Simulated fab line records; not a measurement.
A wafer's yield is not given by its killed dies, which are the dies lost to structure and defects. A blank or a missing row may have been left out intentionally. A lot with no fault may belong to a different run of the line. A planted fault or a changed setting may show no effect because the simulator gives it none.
Chamber matching / flow gf180mcu / GF_V1_CMP_26 on cmp-01 has 4 sister chambers
The step polishes, stops on SiO2, t overpolish 15 s, target thk 0 nm. 4 wafers are shown with their chamber, then 7 later ones without.

## WAFERS PAIRED WITH THEIR CHAMBERS
wafer=L767.2; chamber=1; motorCurrentA (A)=9.9
wafer=L773.3; chamber=2; motorCurrentA (A)=10.0
wafer=L773.5; chamber=3; motorCurrentA (A)=11.8
wafer=L773.6; chamber=0; motorCurrentA (A)=10.0

## WAFERS MISSING THEIR CHAMBER
wafer=L772.1; motorCurrentA (A)=10.5
wafer=L772.2; motorCurrentA (A)=10.3
wafer=L772.3; motorCurrentA (A)=11.4
wafer=L774.3; motorCurrentA (A)=10.1
wafer=L774.4; motorCurrentA (A)=9.8
wafer=L774.5; motorCurrentA (A)=10.9
wafer=L782.3; motorCurrentA (A)=10.1

## WHICH CHAMBER EACH ONE RAN IN
wafer=L772.1; from the rows above=can't be placed: 0 or 2 or 1 or 3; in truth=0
wafer=L772.2; from the rows above=can't be placed: 0 or 2 or 1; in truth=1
wafer=L772.3; from the rows above=3; in truth=3
wafer=L774.3; from the rows above=can't be placed: 0 or 2 or 1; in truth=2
wafer=L774.4; from the rows above=can't be placed: 1 or 0 or 2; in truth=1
wafer=L774.5; from the rows above=can't be placed: 0 or 2 or 3 or 1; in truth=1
wafer=L782.3; from the rows above=can't be placed: 0 or 2 or 1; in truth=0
Correct placement for 1 of the 7. Can't be placed from these rows: 6 (the true chamber is among the candidates in 6). Number placed wrongly: 0.
How it was worked out, from the rows above alone: a wafer's distance from a chamber is the root of the sum, over the readings, of the square of ((its reading less the chamber's mean) divided by the reading's scatter). If the next closest chamber is less than 2 further off than the closest, the wafer can't be placed; otherwise it belongs to the closest. For every chamber, the mean is computed from those of its wafers that are shown. The scatter (one wafer shown for each chamber): square how far every hidden wafer sits from the nearest shown wafer, average those squares and take the square root.
